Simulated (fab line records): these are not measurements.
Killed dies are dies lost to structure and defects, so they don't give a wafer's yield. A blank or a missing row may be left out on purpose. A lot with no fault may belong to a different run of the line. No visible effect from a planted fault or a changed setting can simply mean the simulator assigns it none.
A lot that was struck, set against a sound lot	flow sky130	29 steps out of a route of 708
Sound: wafers L838.2, L838.4, L838.6. Wafers L826.2, L826.3, L826.6 were the ones struck. Last of all comes the cause.
Order at every step that has rows: each side's tool, ch and its chambers, its first start. Under that, the readings that differ: sound wafers	struck wafers	difference of the means	sigmas: that difference in standard deviations of wafers without a fault.
alike: words and numbers the same on both sides, and readings whose means are apart by under 2 such deviations; not compared: readings that were withheld, readings missing a value for some wafer, numbers with overlapping values and no deviation given by the record, and bounds like >300 which may hide the same value.
Wherever a step has rows on one side only, a row that says differs or no value, or a row with sigmas, the two part there. When numbers do not overlap yet have no deviation, they are printed without sigmas and do not part them. A reading missing from all wafers of one side parts the sides only when that side holds two or more wafers.

SKY_PWDE_STRIP_09: strips in O2/N2.
  sound on plasmaAsher-02 ch 0,1, day 8 01:43; struck on plasmaAsher-04 ch 0,1, day 5 10:46
  alike: drypumpMotorCurrentA, oesProductAu, stripTimeToEndpointS
  not compared: rfHoursCounterH
SKY_PWDE_TW_MEAS_10:
  sound: filmMetro-04 at day 8 01:50; struck: filmMetro-02 at day 5 10:53
  alike: PWDE_TW
then, 7 steps without rows for these wafers: SKY_NWELL_DEHYDRATE_03 (time 60 s); SKY_NWELL_HMDS_04 (prime time 60 s); SKY_NWELL_COAT_05 (resist thk 3000 nm); SKY_NWELL_SOFTBAKE_06; SKY_NWELL_EXPOSE_07 (exposes mask NWM, target cd 840 nm); SKY_NWELL_PEB_08; SKY_NWELL_DEVELOP_09 (develop time 60 s).
SKY_NWELL_OVL_MEAS_10:
  sound: overlay-01 at day 8 22:02; struck: overlay-01 at day 6 04:26
  alike: NWELL_00_OVL
then, 2 steps without rows for these wafers: SKY_NWELL_IMPLANT_11; SKY_NWELL_IMPLANT_12.
SKY_NWELL_IMPLANT_13:
  sound on implanter-03 ch 0, day 8 22:23; struck on implanter-01, day 6 04:48
  no value came back on the struck wafers for beamEnergyKeV, beamOnS (s), endStationPressureTorr (Torr); on the sound wafers beamEnergyKeV reads 49.995 50.022 50.024
SKY_NWELL_STRIP_14: strips in O2/N2.
  sound on plasmaAsher-02 ch 0, day 8 22:31; struck on plasmaAsher-02 ch 0,1, day 6 04:55
  alike: drypumpMotorCurrentA, oesProductAu, stripTimeToEndpointS
  not compared: rfHoursCounterH
SKY_NWELL_TW_MEAS_15:
  sound: filmMetro-04 at day 8 22:38; struck: filmMetro-04 at day 6 05:02
  alike: NWELL_TW
then, 7 steps without rows for these wafers: SKY_NWELL_DEHYDRATE_16 (time 60 s); SKY_NWELL_HMDS_17 (prime time 60 s); SKY_NWELL_COAT_18 (resist thk 3000 nm); SKY_NWELL_SOFTBAKE_19; SKY_NWELL_EXPOSE_20 (exposes mask NWM COMPLEMENT, target cd 840 nm); SKY_NWELL_PEB_21; SKY_NWELL_DEVELOP_22 (develop time 60 s).
SKY_NWELL_OVL_MEAS_23:
  sound: overlay-02 at day 9 19:53; struck: overlay-01 at day 6 23:05
  alike: NWELL_01_OVL
then, 1 step without rows for these wafers: SKY_NWELL_IMPLANT_24.
SKY_NWELL_STRIP_25: strips in O2/N2.
  sound on plasmaAsher-02 ch 0,1, day 9 20:04; struck on plasmaAsher-03 ch 0,1, day 6 23:16
  alike: drypumpMotorCurrentA, oesProductAu, stripTimeToEndpointS
  not compared: rfHoursCounterH
SKY_NWELL_TW_MEAS_26:
  sound: filmMetro-03 at day 9 20:11; struck: filmMetro-03 at day 6 23:23
  alike: NWELL_2_TW
then, 1 step without rows for these wafers: SKY_NWELL_CLEAN_27 (cleans in SC1/SC2, time 150 s).
SKY_NWELL_RTA_28: time 30 s.
  sound on rtpAnneal-01 ch 0, day 9 20:18; struck on rtpAnneal-02 ch 0, day 6 23:30
  alike: lampPowerPct, wafer_temp_C_max
SKY_NWELL_RS_MEAS_29: measures by four-point-probe.
  sound: filmMetro-04 at day 9 20:24; struck: filmMetro-04 at day 6 23:36
reading	sound	struck	difference	sigmas
NWELL_RS (ohm/sq)	626.0 625.6 624.9	645.6 649.4 646.4	+21.6	+11

WHERE THEY PART
At SKY_NWELL_IMPLANT_13 first; at SKY_NWELL_RS_MEAS_29 last (within this record only).

WHY: the cause the simulator had injected
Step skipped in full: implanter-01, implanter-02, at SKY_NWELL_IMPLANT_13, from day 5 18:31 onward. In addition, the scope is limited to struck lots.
